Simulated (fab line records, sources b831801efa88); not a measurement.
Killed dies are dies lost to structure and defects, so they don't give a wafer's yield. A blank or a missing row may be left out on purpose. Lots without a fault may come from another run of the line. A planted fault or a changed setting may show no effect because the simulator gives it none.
Chamber matching | flow sky130 | SKY_VIA2_CMP_02 on cmp-02: 4 sister chambers
The step polishes SiO2. 4 wafers are shown with their chamber, then 7 later ones without.

WAFERS WITH THEIR CHAMBER
wafer  | chamber | motor_current_A (A)
L078.2 | 0       | 10.7
L083.5 | 3       | 12.5
L092.2 | 1       | 11.6
L092.3 | 2       | 13.5

WAFERS WITHOUT THEIR CHAMBER
wafer  | motor_current_A (A)
L092.4 | 12.7
L094.3 | 12.5
L094.4 | 11.3
L094.6 | 13.6
L097.3 | 13.3
L097.5 | 13.4
L097.6 | 12.8

WHICH CHAMBER EACH WENT THROUGH
wafer  | from the rows above     | in truth
L092.4 | 3                       | 3
L094.3 | 3                       | 3
L094.4 | can't be placed: 1 or 0 | 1
L094.6 | 2                       | 2
L097.3 | 2                       | 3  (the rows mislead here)
L097.5 | 2                       | 2
L097.6 | can't be placed: 3 or 2 | 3
Placed correctly: 4 of 7. Can't be placed from these rows: 2 (the true chamber is among the candidates in 2). Placed wrongly: 1.
How it was worked out, from the rows above alone: a wafer's distance from a chamber is the root of the sum, over the readings, of the square of ((its reading less the chamber's mean) divided by the reading's scatter). The wafer belongs to the nearest chamber; if the next one is less than 2 further off, it can't be placed. A chamber's mean is the mean of its shown wafers. The scatter: with one shown wafer a chamber, the root of the mean of the squares of how far each hidden wafer lies from its nearest shown one.
